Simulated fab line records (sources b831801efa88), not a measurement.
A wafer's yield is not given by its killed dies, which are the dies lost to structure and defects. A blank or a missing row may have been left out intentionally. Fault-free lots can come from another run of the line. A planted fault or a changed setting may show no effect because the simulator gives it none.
Chamber matching | flow sfq_line | 4 sister chambers for SFQ_TRILAYER_I0_CMP_CMP_028 on cmp-02
The step polishes SiO2. 4 wafers are shown with their chamber, then 8 later ones without.

== EACH WAFER AND ITS CHAMBER ==
wafer  | chamber | motor_current_A (A)
L592.1 | 3       | 9.3
L603.4 | 0       | 9.6
L603.2 | 2       | 10.8
L606.1 | 1       | 10.1

== WAFERS WITHOUT THEIR CHAMBER ==
wafer  | motor_current_A (A)
L606.2 | 10.3
L606.5 | 9.8
L608.2 | 11.1
L608.4 | 9.3
L608.5 | 9.2
L609.3 | 10.7
L609.2 | 9.6
L609.6 | 10.1

== EACH ONE'S CHAMBER ==
wafer  | from the rows above          | in truth
L606.2 | can't be placed: 1 or 2      | 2
L606.5 | can't be placed: 0 or 1 or 3 | 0
L608.2 | 2                            | 2
L608.4 | can't be placed: 3 or 0      | 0
L608.5 | can't be placed: 3 or 0      | 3
L609.3 | 2                            | 2
L609.2 | can't be placed: 0 or 3      | 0
L609.6 | 1                            | 1
Correct placement for 3 of the 8. Cannot be placed on the basis of these rows: 5; the candidates contain the true chamber in 5. Placed wrongly: 0.
How it was worked out, from the rows above alone: a wafer's distance from a chamber is the root of the sum, over the readings, of the square of ((its reading less the chamber's mean) divided by the reading's scatter). The wafer belongs to the nearest chamber; if the next one is less than 2 further off, it can't be placed. For every chamber, the mean is computed from those of its wafers that are shown. The scatter: with one shown wafer a chamber, the root of the mean of the squares of how far each hidden wafer lies from its nearest shown one.
